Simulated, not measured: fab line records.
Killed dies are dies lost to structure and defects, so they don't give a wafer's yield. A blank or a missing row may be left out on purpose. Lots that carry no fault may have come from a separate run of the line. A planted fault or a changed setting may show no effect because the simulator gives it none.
A single fault, viewed from 2 desks || flow sky130 || numbers are kept per desk, each desk with only its own; the story behind them comes last

## THE METROLOGY DESK
What the gauges read, lot by lot, whatever tool the lot ran on: means of the sampled wafers that have a number. A lot is out of limits, marked OUT, if its mean lies more than 4 standard deviations from the usual mean; the brackets give that distance.
Columns: A = CAP2M_CVD_00_THK at SKY_CAP2M_THK_MEAS_01, usual 15.56 nm
{"lot": "L485", "first seen here": "day 39 14:17", "A": 15.84}
{"lot": "L486", "first seen here": "day 39 20:04", "A": 15.37}
{"lot": "L487", "first seen here": "day 40 06:24", "A": 15.46}
{"lot": "L488", "first seen here": "day 40 12:55", "A": 15.68}
{"lot": "L489", "first seen here": "day 40 21:58", "A": 15.52}
{"lot": "L490", "first seen here": "day 41 11:46", "A": 15.37}
{"lot": "L491", "first seen here": "day 41 22:10", "A": 15.31}
{"lot": "L493", "first seen here": "day 42 03:15", "A": 15.68}
{"lot": "L495", "first seen here": "day 42 08:23", "A": 15.76}
{"lot": "L496", "first seen here": "day 42 16:04", "A": 15.69}
{"lot": "L506", "first seen here": "day 45 13:02", "A": 15.61}
{"lot": "L507", "first seen here": "day 45 15:47", "A": 15.51}
{"lot": "L508", "first seen here": "day 45 21:47", "A": 15.58}
This desk's verdict: no lot among the 13 shows anything out of limits.

## TOOL OWNER'S DESK, cmp-01
The tool's own readings at SKY_VIA1_CMP_02 (polishes SiO2): means of the sampled wafers that have a number, for each lot that ran on this tool. A lot is out of limits, marked OUT, if its mean lies more than 4 standard deviations from the usual mean; the brackets give that distance.
Columns: A = head_pressure_psi at SKY_VIA1_CMP_02, usual 4.001 psi; B = motor_current_A at SKY_VIA1_CMP_02, usual 11.9 A
{"lot": "L485", "first seen here": "day 32 16:31", "A": 3.996, "B": 10.7}
{"lot": "L487", "first seen here": "day 33 11:46", "A": 4.001, "B": 11.5}
{"lot": "L489", "first seen here": "day 34 02:47", "A": 4.006, "B": 12.0}
{"lot": "L491", "first seen here": "day 35 05:58", "A": 4.002, "B": 12.3}
{"lot": "L493", "first seen here": "day 35 10:01", "A": 3.998, "B": 12.1}
{"lot": "L495", "first seen here": "day 35 16:58", "A": 4.000, "B": 11.7}
{"lot": "L496", "first seen here": "day 36 02:16", "A": 4.000, "B": 12.1}
This desk's verdict: no lot among the 7 shows anything out of limits.

## TAKEN TOGETHER
The metrology desk saw nothing out of limits.
Nothing out of limits was seen by the tool owner's desk.

## WHAT THE SIMULATOR HAD PUT IN
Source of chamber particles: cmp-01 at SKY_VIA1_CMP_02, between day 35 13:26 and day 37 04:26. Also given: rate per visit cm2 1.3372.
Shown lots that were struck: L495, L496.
